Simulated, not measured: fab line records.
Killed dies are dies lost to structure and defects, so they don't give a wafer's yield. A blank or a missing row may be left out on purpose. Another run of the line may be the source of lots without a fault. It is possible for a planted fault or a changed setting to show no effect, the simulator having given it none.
Chamber matching + flow sky130 + SKY_VIA1_ETCH_14 on rie-diel-04 has 4 sister chambers
The step etches BARC in N2/H2, stops on SiO2, time 45.9 s, target depth 60 nm. 14 wafers are shown with their chamber, then 7 later ones without.

## EACH WAFER AND ITS CHAMBER
| wafer  | chamber | drypump-motor-current-A (A) | throttle-valve-pct (%) | chamber-pressure-mTorr (mTorr) |
|--------|---------|-----------------------------|------------------------|--------------------------------|
| L076.2 | 1       | 4.9                         | 13.234                 | 29.966                         |
| L076.4 | 0       | 5.7                         | 13.243                 | 30.000                         |
| L076.6 | 1       | 4.9                         | 13.241                 | 29.973                         |
| L080.1 | 2       | 5.8                         | 13.241                 | 30.023                         |
| L080.3 | 1       | 4.9                         | 13.224                 | 29.994                         |
| L080.4 | 3       | 5.2                         | 13.224                 | 29.976                         |
| L083.1 | 3       | 5.2                         | 13.225                 | 29.944                         |
| L083.3 | 2       | 5.7                         | 13.221                 | 29.965                         |
| L083.6 | 2       | 5.7                         | 13.218                 | 29.978                         |
| L090.1 | 3       | 5.2                         | 13.215                 | 29.958                         |
| L090.2 | 1       | 4.9                         | 13.226                 | 29.963                         |
| L090.5 | 2       | 5.8                         | 13.213                 | 30.027                         |
| L093.2 | 1       | 4.9                         | 13.200                 | 29.991                         |
| L093.4 | 3       | 5.2                         | 13.230                 | 29.981                         |

SIGNATURES (averages over the wafers above)
| reading                 | chamber 0 | chamber 1 | chamber 2 | chamber 3 | scatter within a chamber |
|-------------------------|-----------|-----------|-----------|-----------|--------------------------|
| drypump-motor-current-A | 5.700     | 4.900     | 5.750     | 5.200     | 0.0316                   |
| throttle-valve-pct      | 13.24300  | 13.22500  | 13.22325  | 13.22350  | 0.0124                   |
| chamber-pressure-mTorr  | 30.00000  | 29.97740  | 29.99825  | 29.96475  | 0.0215                   |
Rule: distance of a wafer from a chamber = root of the sum over the readings of ((wafer's reading minus chamber's mean) / reading's scatter) squared. The wafer belongs to the nearest chamber; if the next one is less than 2 further off, it can't be placed. The scatter: the root of (the sum of the squares of (reading less its chamber's mean) over the shown wafers, divided by (wafers less chambers)).

## WAFERS WHOSE CHAMBER IS MISSING
| wafer  | drypump-motor-current-A (A) | throttle-valve-pct (%) | chamber-pressure-mTorr (mTorr) |
|--------|-----------------------------|------------------------|--------------------------------|
| L093.6 | 5.2                         | 13.218                 | 29.974                         |
| L097.1 | 5.7                         | 13.226                 | 29.991                         |
| L097.5 | 4.9                         | 13.217                 | 30.026                         |
| L097.6 | 5.7                         | 13.223                 | 30.034                         |
| L096.1 | 5.2                         | 13.216                 | 30.027                         |
| L096.2 | 5.6                         | 13.225                 | 29.969                         |
| L096.5 | 5.6                         | 13.220                 | 29.996                         |

## WHICH CHAMBER EACH ONE RAN IN
| wafer  | from the rows above     | in truth |
|--------|-------------------------|----------|
| L093.6 | 3                       | 3        |
| L097.1 | can't be placed: 0 or 2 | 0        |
| L097.5 | 1                       | 1        |
| L097.6 | can't be placed: 0 or 2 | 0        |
| L096.1 | 3                       | 3        |
| L096.2 | can't be placed: 0 or 2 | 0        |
| L096.5 | can't be placed: 0 or 2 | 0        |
Correctly placed: 3 of 7. Not placeable from these rows: 4 (in 4, the candidates include the true chamber). Wrongly placed: 0.
